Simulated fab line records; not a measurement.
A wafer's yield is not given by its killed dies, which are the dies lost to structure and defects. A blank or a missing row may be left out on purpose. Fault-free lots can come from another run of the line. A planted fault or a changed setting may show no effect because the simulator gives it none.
fab line records	flow sky130
record lots=24	wafers=72	lastDay=50
route steps=708 shown METAL2@499 VIA3@589 METAL4@598 VIA4@659 METAL5@662 PASSIVATION@681
lots with no fault: from the same line, run without faults
startH: hours from the record's first day to the start of the lot's first wafer shown	waitH: hours since the lot's step before	" as in the row above	L1.1+2: a single row standing in for several wafers	- either no value or no given start	* or withheld: withheld	< > ~ a bound
route shown NAME@n: names a module that has steps shown in the file, with the first one's number in the route	usual: mean and standard deviation over wafers with no fault	same: alike in all rows	chamber/n: place in a boat	sites: per-site readings	_std_site: standard deviation across them	_edge_site: outer sites' mean less inner sites'	radiusMm: how far each site lies from the wafer's centre	mask NAME#n: copy n	behind: the tool/chamber that last shaped the wafer	hold: the reason the lot was held/the length of the hold in hours/how it ended	device: which transistor (n, p or np) failed to switch	end of line: the tests these same wafers got at the end of their route	a step given without rows: its recipe and nothing more	killed: dies that structure and defects cost at the first sort, which is not the same as the wafer's yield	map: the dies of a wafer, with x for killed, . for not killed, _ for no die there
set.NAME: the setting that was run; set.NAME@STEP: the one run at that earlier step	model.NAME: the simulator's own value behind a step, which no gauge read
steps of the route over a sample of lots; a table a step, a row a wafer
services: when a tool's chamber went out of use (startH, in hours from the record's first day, below 0 if earlier), for how many hours, and the reason
## steps
# step SKY_METAL2_OVL_MEAS_16
# usual METAL2_OVL=4/5.8
lot.wafer	tool	chamber	startH	waitH	METAL2_OVL[nm]
L074.3	overlay-02	-	818.98	0.1	4
L074.5	"	-	"	"	0
L074.6	"	-	"	"	5
L075.2	overlay-01	-	825.85	0.1	2
L075.3	"	-	"	"	9
L075.4	"	-	"	"	5
L076.2	overlay-01	-	829.46	0.1	-6
L076.3	"	-	"	"	2
L076.6	"	-	"	"	-3
L077.1	overlay-01	-	839.28	0.1	10
L077.4	"	-	"	"	6
L077.6	"	-	"	"	8
L078.2	overlay-01	-	853.57	0.1	1
L078.5	"	-	"	"	9
L078.6	"	-	"	"	0
L079.1	overlay-01	-	856.19	0.1	13
L079.3	"	-	"	"	14
L079.6	"	-	"	"	3
L080.2	overlay-02	-	871.55	0.1	-4
L080.4	"	-	"	"	1
L080.6	"	-	"	"	-2
L081.1	overlay-01	-	873.64	0.1	1
L081.4	"	-	"	"	14
L081.5	"	-	"	"	4
L082.2	overlay-02	-	878.67	0.1	-1
L082.3	"	-	"	"	5
L082.6	"	-	"	"	3
L083.1	overlay-02	-	893.76	0.1	2
L083.5	"	-	"	"	1
L083.6	"	-	"	"	5
L084.1	overlay-02	-	902.29	0.1	12
L084.3	"	-	"	"	10
L084.5	"	-	"	"	21
L085.1	overlay-01	-	904.61	0.1	7
L085.2	"	-	"	"	6
L085.3	"	-	"	"	14
L086.1	overlay-01	-	914.01	0.1	-7
L086.2	"	-	"	"	1
L086.6	"	-	"	"	3
L087.3	overlay-01	-	920.88	0.1	3
L087.4	"	-	"	"	-7
L087.6	"	-	"	"	0
L088.2	overlay-02	-	924.85	0.1	18
L088.3	"	-	"	"	6
L088.5	"	-	"	"	10
L089.4	overlay-02	-	935.82	0.1	-7
L089.5	"	-	"	"	2
L089.6	"	-	"	"	-5
L090.1	overlay-02	-	943.24	0.1	6
L090.2	"	-	"	"	2
L090.3	"	-	"	"	8
L092.3	overlay-02	-	953.93	0.1	6
L092.4	"	-	"	"	11
L092.5	"	-	"	"	6
L091.4	overlay-01	-	957.78	0.1	-2
L091.5	"	-	"	"	5
L091.6	"	-	"	"	-2
L093.2	overlay-02	-	961.97	0.1	-2
L093.3	"	-	"	"	6
L093.4	"	-	"	"	4
L094.1	overlay-02	-	965.81	0.1	-4
L094.4	"	-	"	"	-3
L094.6	"	-	"	"	6
L095.1	overlay-01	-	973.46	0.1	-6
L095.4	"	-	"	"	5
L095.6	"	-	"	"	10
L096.3	overlay-02	-	978.68	0.1	9
L096.4	"	-	"	"	13
L096.5	"	-	"	"	11
L097.1	overlay-01	-	985.66	0.1	11
L097.3	"	-	"	"	10
L097.5	"	-	"	"	7
# step SKY_VIA3_STRIP_16
# recipe chemistry=O2/N2	powerW=1400	pressureMtorr=1500	platenTempC=withheld	o2FlowSccm=3000	n2FlowSccm=300	overashFraction=0.5
# usual chamberPressureMTorr=1500.1/1.3	drypumpMotorCurrentA=5.8/0.47	oesProductAu=0.402/0.0047	stripTimeToEndpointS=4.133/0.022
lot.wafer	tool	chamber	startH	waitH	chamberPressureMTorr	drypumpMotorCurrentA	oesProductAu	rfHoursCounterH	stripTimeToEndpointS
L074.3	plasmaAsher-01	1	926.79	0.1	1500.3	5.8	0.401	-	4.140
L074.5	"	1	"	"	1500.9	5.9	0.409	-	4.134
L074.6	"	0	"	"	1500.6	5.7	0.394	-	4.112
L075.2	plasmaAsher-03	1	931.65	0.0	1497.7	6.4	0.410	20	4.108
L075.3	"	1	"	"	1500.3	6.4	0.402	-	4.166
L075.4	"	0	"	"	1500.0	6.1	0.410	-	4.166
L076.2	plasmaAsher-01	0	936.60	0.0	1499.4	5.7	0.403	80	4.145
L076.3	"	0	"	"	1500.4	5.7	0.399	-	4.129
L076.6	"	1	"	"	1503.6	5.9	0.403	-	4.137
L077.1	plasmaAsher-04	0	946.05	0.0	1500.3	5.0	0.400	118	4.170
L077.4	"	0	"	"	1499.7	5.0	0.398	-	4.130
L077.6	"	1	"	"	1500.5	5.5	0.406	-	4.106
L078.2	plasmaAsher-03	1	958.50	0.0	1501.6	6.4	0.401	23	4.134
L078.5	"	0	"	"	1498.4	6.1	0.399	-	4.158
L078.6	"	1	"	"	1501.6	6.5	0.402	-	4.146
L079.1	plasmaAsher-03	0	962.18	0.0	1502.0	6.1	0.406	23	4.124
L079.3	"	1	"	"	1501.6	6.4	0.407	-	4.103
L079.6	"	0	"	"	1498.0	6.1	0.395	-	4.115
L080.2	plasmaAsher-03	0	976.05	0.0	1500.4	6.1	0.401	24	4.125
L080.4	"	1	"	"	1500.6	6.4	0.408	-	4.096
L080.6	"	0	"	"	1500.2	6.1	0.400	-	4.151
L081.1	plasmaAsher-04	1	977.58	0.0	1500.7	5.5	0.400	121	4.120
L081.4	"	1	"	"	1498.0	5.4	0.408	-	4.087
L081.5	"	0	"	"	1498.2	5.0	0.398	-	4.138
L082.2	plasmaAsher-04	1	983.37	0.0	1501.0	5.4	0.400	122	4.135
L082.3	"	0	"	"	1499.1	5.0	0.395	-	4.128
L082.6	"	0	"	"	1499.3	5.0	0.400	-	4.106
L083.1	plasmaAsher-03	0	996.50	0.0	1502.1	6.0	0.410	26	4.129
L083.5	"	0	"	"	1498.8	6.1	0.396	-	4.143
L083.6	"	1	"	"	1501.6	6.5	0.398	-	4.116
L084.1	plasmaAsher-03	1	1002.78	0.0	1499.7	6.4	0.411	27	4.140
L084.3	"	0	"	"	1498.7	6.1	0.405	-	4.187
L084.5	"	0	"	"	1499.9	6.1	0.407	-	4.179
L085.1	plasmaAsher-03	0	1005.60	0.0	1500.2	6.1	0.398	27	4.129
L085.2	"	1	"	"	1500.6	6.4	0.401	27	4.119
L085.3	"	1	"	"	1499.8	6.4	0.396	-	4.130
L086.1	plasmaAsher-01	1	1015.65	0.0	1499.7	5.9	0.395	87	4.097
L086.2	"	0	"	"	1500.2	5.7	0.404	87	4.127
L086.6	"	0	"	"	1500.8	5.7	0.406	-	4.135
L087.3	plasmaAsher-04	1	1021.58	0.1	1501.5	5.4	0.400	-	4.179
L087.4	"	0	"	"	1502.0	5.0	0.410	-	4.131
L087.6	"	1	"	"	1498.9	5.4	0.401	-	4.110
L088.2	plasmaAsher-01	1	1026.40	0.0	1502.2	5.9	0.406	88	4.153
L088.3	"	1	"	"	1502.6	5.9	0.406	-	4.129
L088.5	"	0	"	"	1500.7	5.8	0.394	-	4.127
L089.4	plasmaAsher-03	0	1036.24	0.1	1499.0	6.1	0.401	-	4.134
L089.5	"	0	"	"	1500.4	6.1	0.396	-	4.097
L089.6	"	1	"	"	1500.8	6.4	0.406	-	4.140
L090.1	plasmaAsher-04	0	1042.05	0.0	1500.0	5.0	0.400	128	4.141
L090.2	"	1	"	"	1500.1	5.5	0.408	128	4.133
L090.3	"	1	"	"	1498.9	5.4	0.406	-	4.131
L092.3	plasmaAsher-03	0	1052.16	0.1	1499.5	6.1	0.396	-	4.065
L092.4	"	1	"	"	1500.4	6.4	0.400	-	4.089
L092.5	"	0	"	"	1499.1	6.1	0.407	-	4.116
L091.4	plasmaAsher-04	0	1054.64	0.1	1501.2	5.0	0.403	-	4.131
L091.5	"	1	"	"	1500.1	5.4	0.399	-	4.113
L091.6	"	0	"	"	1500.6	5.0	0.399	-	4.087
L093.2	plasmaAsher-03	1	1058.83	0.0	1501.9	6.4	0.411	33	4.140
L093.3	"	0	"	"	1502.1	6.1	0.402	-	4.137
L093.4	"	1	"	"	1501.5	6.4	0.404	-	4.178
L094.1	plasmaAsher-01	0	1063.03	0.0	1502.5	5.7	0.404	92	4.148
L094.4	"	0	"	"	1500.6	5.7	0.398	-	4.123
L094.6	"	0	"	"	1500.3	5.7	0.407	-	4.119
L095.1	plasmaAsher-01	1	1070.85	0.0	1499.8	5.9	0.408	93	4.118
L095.4	"	1	"	"	1499.5	5.8	0.403	-	4.147
L095.6	"	0	"	"	1500.5	5.7	0.401	-	4.141
L096.3	plasmaAsher-04	1	1074.44	0.1	1499.9	5.4	0.391	-	4.143
L096.4	"	0	"	"	1501.4	5.0	0.398	-	4.116
L096.5	"	1	"	"	1500.3	5.5	0.397	-	4.149
L097.1	plasmaAsher-01	1	1080.03	0.0	1502.5	5.9	0.399	94	4.104
L097.3	"	1	"	"	1501.3	5.9	0.399	-	4.119
L097.5	"	0	"	"	1499.2	5.8	0.404	-	4.110
# step SKY_METAL4_SPUTTER_00
# recipe material=Ti	targetThkNm=15	powerW=3000	timeS=10	chamberPressurePa=0.4
# usual cathodeDcPowerW=3000.1/0.59	chamberPressurePa=0.4000/0.00089	throttleValvePct=30.0/0.66
lot.wafer	tool	chamber	startH	waitH	cathodeDcPowerW	chamberPressurePa	throttleValvePct
L074.3	pvdSputter-04	-	928.40	0.1	3000.2	0.3993	29.3
L074.5	"	-	"	"	3000.2	0.4006	30.6
L074.6	"	-	"	"	3000.5	0.4006	30.1
L075.2	pvdSputter-03	-	932.91	0.1	2999.6	0.4008	30.2
L075.3	"	-	"	"	3001.1	0.3998	30.7
L075.4	"	-	"	"	3000.4	0.4015	31.1
L076.2	pvdSputter-03	-	938.29	0.1	3001.3	0.3993	29.8
L076.3	"	-	"	"	2998.4	0.3995	30.6
L076.6	"	-	"	"	3000.8	0.3998	29.2
L077.1	pvdSputter-03	-	947.30	0.2	2999.4	0.3995	30.6
L077.4	"	-	"	"	3000.6	0.3998	29.0
L077.6	"	-	"	"	3000.4	0.4000	30.1
L078.2	pvdSputter-03	-	959.87	0.2	3000.9	0.3988	29.1
L078.5	"	-	"	"	2999.9	0.4013	30.2
L078.6	"	-	"	"	3000.1	0.4000	31.0
L079.1	pvdSputter-03	-	963.79	0.2	3000.6	0.4007	30.3
L079.3	"	-	"	"	3000.6	0.3998	31.4
L079.6	"	-	"	"	2998.6	0.4003	31.2
L080.2	pvdSputter-02	-	977.34	0.1	3000.6	0.4001	30.8
L080.4	"	-	"	"	3000.5	0.3997	29.5
L080.6	"	-	"	"	2998.6	0.3999	29.5
L081.1	pvdSputter-02	-	978.87	0.1	3000.5	0.4009	29.5
L081.4	"	-	"	"	3000.8	0.3987	29.6
L081.5	"	-	"	"	2999.5	0.4005	29.6
L082.2	pvdSputter-04	-	984.82	0.1	2999.9	0.3998	30.5
L082.3	"	-	"	"	3000.1	0.3998	30.2
L082.6	"	-	"	"	3000.2	0.3988	30.5
L083.1	pvdSputter-04	-	997.75	0.1	2999.4	0.4019	29.6
L083.5	"	-	"	"	2999.7	0.4008	30.2
L083.6	"	-	"	"	2999.6	0.4008	30.6
L084.1	pvdSputter-02	-	1004.04	0.1	3000.7	0.4000	30.5
L084.3	"	-	"	"	3000.2	0.3993	29.4
L084.5	"	-	"	"	3000.2	0.3991	29.6
L085.1	pvdSputter-02	-	1006.86	0.2	3000.2	0.3999	29.6
L085.2	"	-	"	"	3000.3	0.4005	29.5
L085.3	"	-	"	"	3000.1	0.4012	30.7
L086.1	pvdSputter-04	-	1016.90	0.1	2999.5	0.4001	30.4
L086.2	"	-	"	"	2998.8	0.3999	30.4
L086.6	"	-	"	"	2999.6	0.4004	30.5
L087.3	pvdSputter-04	-	1022.80	0.1	2999.9	0.3994	30.9
L087.4	"	-	"	"	3000.0	0.4003	29.4
L087.6	"	-	"	"	3001.0	0.4030	30.4
L088.2	pvdSputter-02	-	1027.65	0.2	3001.2	0.3989	29.0
L088.3	"	-	"	"	3000.3	0.4004	29.5
L088.5	"	-	"	"	2999.8	0.3992	29.5
L089.4	pvdSputter-04	-	1037.46	0.2	2999.4	0.4004	30.1
L089.5	"	-	"	"	3000.7	0.4014	30.3
L089.6	"	-	"	"	2999.9	0.4008	30.7
L090.1	pvdSputter-03	-	1043.34	0.2	2999.6	0.3998	31.0
L090.2	"	-	"	"	3000.4	0.4000	30.5
L090.3	"	-	"	"	2999.8	0.4006	30.0
L092.3	pvdSputter-03	-	1053.39	0.1	3000.7	0.3999	31.1
L092.4	"	-	"	"	2999.1	0.3999	29.0
L092.5	"	-	"	"	3000.8	0.4010	30.3
L091.4	pvdSputter-03	-	1055.90	0.1	2998.9	0.4012	30.4
L091.5	"	-	"	"	3000.4	0.3998	28.9
L091.6	"	-	"	"	3000.0	0.3977	30.4
L093.2	pvdSputter-02	-	1060.09	0.1	3000.3	0.4007	29.3
L093.3	"	-	"	"	3000.6	0.3986	29.6
L093.4	"	-	"	"	3000.5	0.3993	30.4
L094.1	pvdSputter-03	-	1064.29	0.1	3000.1	0.3983	30.6
L094.4	"	-	"	"	3000.6	0.4017	30.3
L094.6	"	-	"	"	3000.5	0.4010	30.0
L095.1	pvdSputter-02	-	1072.13	0.2	2999.8	0.4008	28.8
L095.4	"	-	"	"	2999.6	0.4009	29.7
L095.6	"	-	"	"	3000.1	0.4009	29.7
L096.3	pvdSputter-02	-	1076.08	0.2	2999.2	0.4011	29.5
L096.4	"	-	"	"	3000.8	0.3991	28.9
L096.5	"	-	"	"	2999.4	0.3994	29.6
L097.1	pvdSputter-02	-	1081.29	0.1	2999.4	0.3991	30.4
L097.3	"	-	"	"	3000.0	0.3991	29.6
L097.5	"	-	"	"	3000.4	0.3984	30.3
# step SKY_VIA4_THK_MEAS_20
# recipe thkMeasGauge=xrf	reads=W_of_VIA4_CVD_18
# usual VIA4_W_THK=510/8.2
lot.wafer	tool	chamber	startH	waitH	VIA4_W_THK[nm]
L074.3	filmMetro-04	-	1004.10	0.1	514
L074.5	"	-	"	"	516
L074.6	"	-	"	"	520
L075.2	filmMetro-03	-	1008.07	0.1	495
L075.3	"	-	"	"	507
L075.4	"	-	"	"	498
L076.2	filmMetro-01	-	1013.39	0.1	509
L076.3	"	-	"	"	514
L076.6	"	-	"	"	511
L077.1	filmMetro-03	-	1022.81	0.1	499
L077.4	"	-	"	"	509
L077.6	"	-	"	"	499
L078.2	filmMetro-04	-	1033.77	0.1	521
L078.5	"	-	"	"	532
L078.6	"	-	"	"	523
L079.1	filmMetro-03	-	1037.43	0.1	509
L079.3	"	-	"	"	503
L079.6	"	-	"	"	505
L080.2	filmMetro-01	-	1049.58	0.1	514
L080.4	"	-	"	"	517
L080.6	"	-	"	"	513
L081.1	filmMetro-01	-	1051.38	0.1	512
L081.4	"	-	"	"	511
L081.5	"	-	"	"	509
L082.2	filmMetro-01	-	1056.04	0.1	492
L082.3	"	-	"	"	494
L082.6	"	-	"	"	497
L083.1	filmMetro-01	-	1067.93	0.1	507
L083.5	"	-	"	"	501
L083.6	"	-	"	"	508
L084.1	filmMetro-04	-	1074.66	0.1	515
L084.3	"	-	"	"	516
L084.5	"	-	"	"	514
L085.1	filmMetro-01	-	1077.56	0.1	506
L085.2	"	-	"	"	500
L085.3	"	-	"	"	497
L086.1	filmMetro-01	-	1084.38	0.1	519
L086.2	"	-	"	"	506
L086.6	"	-	"	"	500
L087.3	filmMetro-04	-	1091.13	0.1	515
L087.4	"	-	"	"	508
L087.6	"	-	"	"	505
L088.2	filmMetro-03	-	1095.77	0.1	507
L088.3	"	-	"	"	501
L088.5	"	-	"	"	498
L089.4	filmMetro-04	-	1104.49	0.1	523
L089.5	"	-	"	"	518
L089.6	"	-	"	"	517
L090.1	filmMetro-03	-	1108.86	0.1	505
L090.2	"	-	"	"	498
L090.3	"	-	"	"	502
L092.3	filmMetro-03	-	1117.46	0.1	511
L092.4	"	-	"	"	508
L092.5	"	-	"	"	514
L091.4	filmMetro-03	-	1121.32	0.1	509
L091.5	"	-	"	"	517
L091.6	"	-	"	"	520
L093.2	filmMetro-03	-	1125.96	0.1	510
L093.3	"	-	"	"	507
L093.4	"	-	"	"	514
L094.1	filmMetro-01	-	1127.35	0.1	514
L094.4	"	-	"	"	509
L094.6	"	-	"	"	517
L095.1	filmMetro-01	-	1135.37	0.1	514
L095.4	"	-	"	"	516
L095.6	"	-	"	"	521
L096.3	filmMetro-04	-	1139.17	0.1	517
L096.4	"	-	"	"	519
L096.5	"	-	"	"	522
L097.1	filmMetro-03	-	1142.89	0.1	510
L097.3	"	-	"	"	505
L097.5	"	-	"	"	512
# step SKY_METAL5_SPUTTER_01
# recipe material=TiN	targetThkNm=20	powerW=6500	timeS=16.7	chamberPressurePa=0.4
# usual cathodeDcPowerW=6500.2/1.2	chamberPressurePa=0.4001/0.00071	throttleValvePct=30.1/0.85
lot.wafer	tool	chamber	startH	waitH	cathodeDcPowerW	chamberPressurePa	throttleValvePct
L074.3	pvdSputter-02	-	1004.46	0.0	6499.0	0.4005	30.3
L074.5	"	-	"	"	6498.6	0.3991	29.3
L074.6	"	-	"	"	6500.3	0.3999	30.1
L075.2	pvdSputter-02	-	1008.46	0.0	6500.4	0.4011	29.1
L075.3	"	-	"	"	6499.2	0.4001	30.5
L075.4	"	-	"	"	6500.8	0.4006	29.8
L076.2	pvdSputter-04	-	1013.76	0.0	6500.3	0.3999	29.3
L076.3	"	-	"	"	6500.2	0.4002	30.2
L076.6	"	-	"	"	6501.0	0.4008	30.4
L077.1	pvdSputter-02	-	1023.19	0.0	6500.4	0.3996	29.1
L077.4	"	-	"	"	6500.6	0.4013	29.7
L077.6	"	-	"	"	6501.9	0.3995	29.8
L078.2	pvdSputter-04	-	1034.14	0.0	6500.4	0.3999	30.4
L078.5	"	-	"	"	6500.8	0.4016	30.7
L078.6	"	-	"	"	6501.3	0.4002	29.9
L079.1	pvdSputter-02	-	1037.81	0.0	6502.8	0.4002	30.6
L079.3	"	-	"	"	6498.9	0.4003	29.5
L079.6	"	-	"	"	6501.9	0.3998	30.8
L080.2	pvdSputter-02	-	1049.95	0.0	6498.3	0.3993	29.7
L080.4	"	-	"	"	6500.0	0.4003	29.5
L080.6	"	-	"	"	6498.4	0.4001	30.6
L081.1	pvdSputter-01	-	1051.76	0.0	6500.8	0.3994	29.0
L081.4	"	-	"	"	6499.6	0.3996	29.8
L081.5	"	-	"	"	6497.5	0.4019	32.4
L082.2	pvdSputter-02	-	1056.41	0.0	6500.3	0.4001	29.5
L082.3	"	-	"	"	6499.6	0.3995	29.4
L082.6	"	-	"	"	6500.8	0.4003	30.3
L083.1	pvdSputter-02	-	1068.31	0.0	6501.0	0.3994	29.7
L083.5	"	-	"	"	6499.0	0.4006	30.4
L083.6	"	-	"	"	6500.5	0.4003	29.3
L084.1	pvdSputter-01	-	1075.05	0.0	6500.9	0.3991	29.5
L084.3	"	-	"	"	6502.4	0.4007	30.2
L084.5	"	-	"	"	6500.4	0.4006	32.5
L085.1	pvdSputter-04	-	1078.15	0.0	6501.0	0.3993	29.8
L085.2	"	-	"	"	6500.0	0.4014	30.3
L085.3	"	-	"	"	6500.7	0.4009	30.6
L086.1	pvdSputter-02	-	1084.93	0.0	6500.7	0.3985	29.5
L086.2	"	-	"	"	6498.4	0.4005	28.9
L086.6	"	-	"	"	6500.5	0.4005	30.3
L087.3	pvdSputter-04	-	1091.50	0.0	6499.2	0.4006	30.3
L087.4	"	-	"	"	6501.0	0.4003	30.4
L087.6	"	-	"	"	6499.9	0.4004	30.3
L088.2	pvdSputter-04	-	1096.14	0.0	6500.9	0.4003	30.5
L088.3	"	-	"	"	6499.1	0.4005	29.9
L088.5	"	-	"	"	6500.2	0.4001	30.5
L089.4	pvdSputter-01	-	1104.84	0.0	6498.6	0.4008	29.5
L089.5	"	-	"	"	6502.9	0.4018	32.3
L089.6	"	-	"	"	6500.4	0.4005	28.9
L090.1	pvdSputter-01	-	1109.24	0.0	6501.9	0.3996	32.1
L090.2	"	-	"	"	6501.3	0.3998	30.0
L090.3	"	-	"	"	6500.3	0.3993	30.2
L092.3	pvdSputter-04	-	1117.82	0.0	6499.4	0.3995	30.4
L092.4	"	-	"	"	6500.6	0.4001	29.9
L092.5	"	-	"	"	6500.5	0.3992	30.2
L091.4	pvdSputter-01	-	1121.67	0.0	6499.5	0.4002	32.2
L091.5	"	-	"	"	6499.5	0.4003	32.2
L091.6	"	-	"	"	6498.1	0.3989	29.1
L093.2	pvdSputter-04	-	1126.33	0.0	6500.4	0.4003	29.8
L093.3	"	-	"	"	6498.5	0.4007	30.3
L093.4	"	-	"	"	6501.5	0.3995	30.3
L094.1	pvdSputter-02	-	1127.74	0.0	6498.5	0.4013	30.2
L094.4	"	-	"	"	6499.3	0.3987	29.5
L094.6	"	-	"	"	6499.1	0.4001	29.8
L095.1	pvdSputter-04	-	1135.75	0.0	6501.7	0.4000	30.6
L095.4	"	-	"	"	6501.4	0.4000	29.6
L095.6	"	-	"	"	6501.8	0.3998	30.1
L096.3	pvdSputter-01	-	1139.53	0.0	6502.2	0.4002	30.1
L096.4	"	-	"	"	6501.1	0.3999	29.8
L096.5	"	-	"	"	6500.3	0.4003	29.2
L097.1	pvdSputter-01	-	1143.27	0.0	6502.2	0.3993	32.3
L097.3	"	-	"	"	6500.1	0.4003	29.1
L097.5	"	-	"	"	6500.7	0.4000	30.0
# step SKY_PASSIVATION_CVD_00
# recipe material=SiO2	targetThkNm=90	tempC=400	timeS=withheld	rfW=600
# usual heaterPowerW=649/75
lot.wafer	tool	chamber	startH	waitH	heaterPowerW
L074.3	pecvd-01	2	1028.48	0.0	642
L074.5	"	0	"	"	682
L074.6	"	1	"	"	717
L075.2	pecvd-01	1	1032.20	0.0	702
L075.3	"	2	"	"	610
L075.4	"	2	"	"	601
L076.2	pecvd-01	1	1037.58	0.0	788
L076.3	"	2	"	"	627
L076.6	"	2	"	"	643
L077.1	pecvd-01	2	1046.76	0.0	647
L077.4	"	1	"	"	770
L077.6	"	0	"	"	586
L078.2	pecvd-01	2	1057.24	0.0	611
L078.5	"	2	"	"	638
L078.6	"	0	"	"	720
L079.1	pecvd-02	0	1060.34	0.0	746
L079.3	"	0	"	"	747
L079.6	"	1	"	"	701
L080.2	pecvd-01	0	1072.55	0.0	720
L080.4	"	2	"	"	618
L080.6	"	1	"	"	696
L081.1	pecvd-03	2	1074.23	0.0	611
L081.4	"	0	"	"	543
L081.5	"	1	"	"	760
L082.2	pecvd-01	2	1078.01	0.0	584
L082.3	"	0	"	"	640
L082.6	"	0	"	"	653
L083.1	pecvd-02	0	1090.10	0.0	665
L083.5	"	2	"	"	595
L083.6	"	1	"	"	707
L084.1	pecvd-03	2	1096.23	0.0	638
L084.3	"	0	"	"	482
L084.5	"	0	"	"	490
L085.1	pecvd-02	0	1099.60	0.0	646
L085.2	"	1	"	"	617
L085.3	"	2	"	"	529
L086.1	pecvd-01	0	1106.29	0.0	585
L086.2	"	1	"	"	742
L086.6	"	1	"	"	775
L087.3	pecvd-03	2	1112.12	0.0	634
L087.4	"	1	"	"	729
L087.6	"	1	"	"	732
L088.2	pecvd-02	0	1117.18	0.0	673
L088.3	"	1	"	"	647
L088.5	"	0	"	"	687
L089.4	pecvd-03	2	1125.48	0.0	642
L089.5	"	1	"	"	639
L089.6	"	0	"	"	443
L090.1	pecvd-02	1	1130.25	0.0	735
L090.2	"	2	"	"	583
L090.3	"	0	"	"	754
L092.3	pecvd-03	0	1138.28	0.0	509
L092.4	"	2	"	"	573
L092.5	"	0	"	"	525
L091.4	pecvd-03	0	1141.74	0.0	533
L091.5	"	1	"	"	681
L091.6	"	2	"	"	580
L093.2	pecvd-01	1	1146.71	0.0	660
L093.3	"	0	"	"	616
L093.4	"	2	"	"	587
L094.1	pecvd-03	0	1147.25	0.0	528
L094.4	"	1	"	"	697
L094.6	"	0	"	"	519
L095.1	pecvd-02	2	1154.43	0.0	592
L095.4	"	0	"	"	704
L095.6	"	1	"	"	598
L096.3	pecvd-01	0	1158.76	0.0	683
L096.4	"	0	"	"	667
L096.5	"	2	"	"	556
L097.1	pecvd-02	2	1161.41	0.0	583
L097.3	"	1	"	"	676
L097.5	"	1	"	"	677
## services
tool	chamber	startH	hours	kind
plasmaAsher-04	-	912.58	1.0	repair
pecvd-03	-	916.65	5.5	pm
plasmaAsher-03	-	917.22	0.3	repair
pecvd-01	-	923.00	2.8	pm
pvdSputter-02	-	937.28	6.3	repair
plasmaAsher-03	-	937.52	2.8	pm
pecvd-02	0	952.83	6.2	repair
plasmaAsher-04	-	957.66	1.4	repair
plasmaAsher-01	-	957.83	2.3	repair
pvdSputter-03	-	967.15	72.4	repair
pecvd-01	-	978.78	1.4	repair
pvdSputter-02	-	986.30	1.4	repair
pecvd-02	-	997.03	0.7	repair
pvdSputter-01	-	1007.91	8.1	repair
pvdSputter-02	-	1016.03	3.7	repair
pecvd-02	1	1033.99	17.0	repair
pecvd-03	-	1042.15	6.0	pm
plasmaAsher-04	-	1047.70	2.6	repair
pecvd-02	2	1054.42	11.4	repair
pvdSputter-04	-	1066.26	0.7	repair
pvdSputter-03	-	1084.19	3.1	repair
pvdSputter-03	-	1095.05	6.4	repair
pvdSputter-02	-	1115.66	5.3	repair
plasmaAsher-03	-	1129.91	1.6	repair
## key
fault none
